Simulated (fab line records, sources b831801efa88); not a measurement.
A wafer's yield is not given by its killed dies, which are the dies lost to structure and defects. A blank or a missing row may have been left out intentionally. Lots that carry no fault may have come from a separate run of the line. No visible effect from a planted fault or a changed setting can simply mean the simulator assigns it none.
Which tool is to blame? | flow sfq-line | Sampling: 14 lots, 42 wafers, 4 of 325 route steps

## WHAT EACH GAUGE READ, for each wafer
The record holds no reading of a measuring or inspecting step that can be judged against a usual standard deviation.

## WHAT TOOL EACH LOT RAN ON (gives the tool, then ch and the chambers of the sampled wafers, and finally the start)
lot  | SFQ_TRILAYER_I0_VIA_LITHO_PEB_034 | SFQ_TRILAYER_M3_STRIP_STRIP_079   | SFQ_TRILAYER_A5B_DEP_PECVD_129  | SFQ_TRILAYER_R5_BARC_OPEN_METAL_ETCH_177
L870 | litho-track-01 ch 0, day 10 05:08 | rie-metal-04 ch 1, day 28 03:55   | pecvd-02 ch 1,2, day 46 05:16   | rie-metal-01 ch 1, day 52 00:26
L871 | litho-track-04 ch 0, day 10 17:08 | rie-metal-03 ch 0, day 28 11:07   | pecvd-04 ch 1,2, day 46 08:53   | rie-metal-04 ch 0,1, day 52 02:50
L872 | litho-track-01 ch 0, day 10 18:18 | rie-metal-04 ch 0,1, day 28 14:43 | pecvd-02 ch 0,2, day 46 12:02   | rie-metal-01 ch 0,1, day 52 06:26
L873 | litho-track-04 ch 0, day 10 23:06 | rie-metal-03 ch 0,1, day 28 21:34 | pecvd-04 ch 0,2, day 46 17:10   | rie-metal-01 ch 0,1, day 52 08:50
L874 | litho-track-01 ch 0, day 11 02:42 | rie-metal-03 ch 0,1, day 28 23:58 | pecvd-02 ch 1,2, day 47 08:35   | rie-metal-01 ch 0,1, day 53 05:14
L875 | litho-track-01 ch 0, day 11 08:15 | rie-metal-03 ch 0,1, day 29 04:46 | pecvd-04 ch 0,1,2, day 47 09:46 | rie-metal-04 ch 0,1, day 53 06:26
L878 | litho-track-02, day 12 20:10      | rie-metal-02 ch 0,1, day 30 03:46 | pecvd-01 ch 1,2, day 48 02:37   | rie-metal-04 ch 0,1, day 54 03:36
L879 | litho-track-04, day 13 02:07      | rie-metal-03 ch 1, day 30 17:58   | pecvd-04 ch 1,2, day 48 04:58   | rie-metal-02 ch 0,1, day 54 04:47
L887 | litho-track-02 ch 0, day 15 10:34 | rie-metal-03 ch 0,1, day 33 02:15 | pecvd-04 ch 1,2, day 50 21:52   | rie-metal-04 ch 0,1, day 56 22:42
L888 | litho-track-01 ch 0, day 15 15:19 | rie-metal-02 ch 0,1, day 33 04:19 | pecvd-02 ch 0,1,2, day 51 03:52 | rie-metal-02 ch 0,1, day 57 04:41
L889 | litho-track-01 ch 0, day 15 22:31 | rie-metal-03 ch 0,1, day 33 15:07 | pecvd-04 ch 0,2, day 51 09:52   | rie-metal-01 ch 0,1, day 57 15:53
L890 | litho-track-04 ch 0, day 16 10:32 | rie-metal-03 ch 0, day 33 18:43   | pecvd-01 ch 0,1, day 51 14:08   | rie-metal-02 ch 0,1, day 57 17:05
L892 | litho-track-01 ch 0, day 16 18:59 | rie-metal-04 ch 0,1, day 34 05:43 | pecvd-02 ch 0,1,2, day 52 02:43 | rie-metal-04 ch 0,1, day 58 02:43
L893 | litho-track-02 ch 0, day 16 22:32 | rie-metal-04 ch 0,1, day 34 07:55 | pecvd-04 ch 0,1,2, day 52 06:16 | rie-metal-04 ch 0,1, day 58 05:05
- SFQ_TRILAYER_I0_VIA_LITHO_PEB_034: peb time 60 s.
- SFQ_TRILAYER_M3_STRIP_STRIP_079: strips in O2.
- SFQ_TRILAYER_A5B_DEP_PECVD_129: deposits SiO2 from SiH4/N2O, time 133.33 s, target thk 600 nm.
- SFQ_TRILAYER_R5_BARC_OPEN_METAL_ETCH_177: etches BARC in O2, target depth 125 nm, time 41.7 s.

## WHAT THE TOOLS THEMSELVES READ (means of the sampled wafers that have a number; where no wafer has one, the mark that the record gives instead)
SFQ_TRILAYER_I0_VIA_LITHO_PEB_034. Usual: chill-plate-temp-C 22.99 C, standard deviation 0.1; exhaust-pa 45.0 Pa, standard deviation 1.
lot  | tool           | chill-plate-temp-C (C) | exhaust-pa (Pa) | flag
L870 | litho-track-01 | 22.95                  | 44.4            |
L871 | litho-track-04 | 22.93                  | 43.7            |
L872 | litho-track-01 | 23.11                  | 44.9            |
L873 | litho-track-04 | 22.97                  | 45.4            |
L874 | litho-track-01 | 22.94                  | 45.2            |
L875 | litho-track-01 | 23.05                  | 43.5            |
L878 | litho-track-02 | -                      | -               | OFF
L879 | litho-track-04 | -                      | -               | OFF
L887 | litho-track-02 | 23.05                  | 45.2            |
L888 | litho-track-01 | 22.95                  | 46.2            |
L889 | litho-track-01 | 23.01                  | 44.8            |
L890 | litho-track-04 | 22.95                  | 44.8            |
L892 | litho-track-01 | 22.88                  | 44.9            |
L893 | litho-track-02 | 23.19                  | 43.0            |

SFQ_TRILAYER_M3_STRIP_STRIP_079. Usual: drypump-motor-current-A 5.6 A, standard deviation 0.4; oes-product-au 1.010 a.u., standard deviation 0.011.
lot  | tool         | drypump-motor-current-A (A) | oes-product-au (a.u.) | flag
L870 | rie-metal-04 | 5.8                         | 1.014                 |
L871 | rie-metal-03 | 5.1                         | 1.020                 |
L872 | rie-metal-04 | 5.9                         | 1.012                 |
L873 | rie-metal-03 | 5.2                         | 1.013                 |
L874 | rie-metal-03 | 5.2                         | 1.014                 |
L875 | rie-metal-03 | 5.2                         | 0.998                 |
L878 | rie-metal-02 | 5.9                         | 1.003                 |
L879 | rie-metal-03 | 5.3                         | 1.012                 |
L887 | rie-metal-03 | 5.2                         | 1.009                 |
L888 | rie-metal-02 | 6.1                         | 1.003                 |
L889 | rie-metal-03 | 5.2                         | 1.021                 |
L890 | rie-metal-03 | 5.1                         | 1.018                 |
L892 | rie-metal-04 | 5.9                         | 1.007                 |
L893 | rie-metal-04 | 5.9                         | 1.009                 |

SFQ_TRILAYER_A5B_DEP_PECVD_129. Usual: heater-power-w 76 W, standard deviation 15; throttle-valve-pct 25.4 %, standard deviation 0.8.
lot  | tool     | heater-power-w (W) | throttle-valve-pct (%) | flag
L870 | pecvd-02 | 68                 | 24.8                   |
L871 | pecvd-04 | 79                 | 25.5                   |
L872 | pecvd-02 | 80                 | 25.1                   |
L873 | pecvd-04 | 80                 | 25.2                   |
L874 | pecvd-02 | 84                 | 24.6                   |
L875 | pecvd-04 | 69                 | 25.3                   |
L878 | pecvd-01 | 83                 | 25.5                   |
L879 | pecvd-04 | 75                 | 25.6                   |
L887 | pecvd-04 | 82                 | 25.6                   |
L888 | pecvd-02 | 78                 | 25.0                   |
L889 | pecvd-04 | 83                 | 25.4                   |
L890 | pecvd-01 | 76                 | 27.2                   |
L892 | pecvd-02 | 76                 | 25.3                   |
L893 | pecvd-04 | 73                 | 25.5                   |

SFQ_TRILAYER_R5_BARC_OPEN_METAL_ETCH_177. Usual: drypump-motor-current-A 5.8 A, standard deviation 0.38; oes-product-au 0.685 a.u., standard deviation 0.0048.
lot  | tool         | drypump-motor-current-A (A) | oes-product-au (a.u.) | flag
L870 | rie-metal-01 | 5.8                         | 0.688                 |
L871 | rie-metal-04 | 5.9                         | 0.686                 |
L872 | rie-metal-01 | 5.3                         | 0.688                 |
L873 | rie-metal-01 | 5.3                         | 0.689                 |
L874 | rie-metal-01 | 5.3                         | 0.683                 |
L875 | rie-metal-04 | 5.9                         | 0.682                 |
L878 | rie-metal-04 | 5.9                         | 0.686                 |
L879 | rie-metal-02 | 5.8                         | 0.682                 |
L887 | rie-metal-04 | 5.9                         | 0.686                 |
L888 | rie-metal-02 | 5.8                         | 0.683                 |
L889 | rie-metal-01 | 5.5                         | 0.687                 |
L890 | rie-metal-02 | 5.8                         | 0.685                 |
L892 | rie-metal-04 | 5.9                         | 0.683                 |
L893 | rie-metal-04 | 6.0                         | 0.686                 |

## THE ANSWER, worked out from the rows above alone
Rule: a lot counts as off when the mean over its wafers that have a number is more than 3 standard deviations away from the usual mean. A lot without any number at a reading at which 4 lots or more have one is off too. The other lots that the step has rows for count as sound. The gauges are gone through in route order, then the tools' own readings, and for those a lot's mean is taken as printed above. At the first step where some lot is off, the reading lying furthest off is the one used; lots without a number count as furthest.
Off: L878, L879, at SFQ_TRILAYER_I0_VIA_LITHO_PEB_034 (chill-plate-temp-C). Without a number there: L878, L879.
If a tool, at that step or one of the process steps before it, ran each lot that is off and ran no sound lot following the first of them, it fits. Not one of the candidates tried fits.

## WHAT HAD BEEN PUT IN BY THE SIMULATOR
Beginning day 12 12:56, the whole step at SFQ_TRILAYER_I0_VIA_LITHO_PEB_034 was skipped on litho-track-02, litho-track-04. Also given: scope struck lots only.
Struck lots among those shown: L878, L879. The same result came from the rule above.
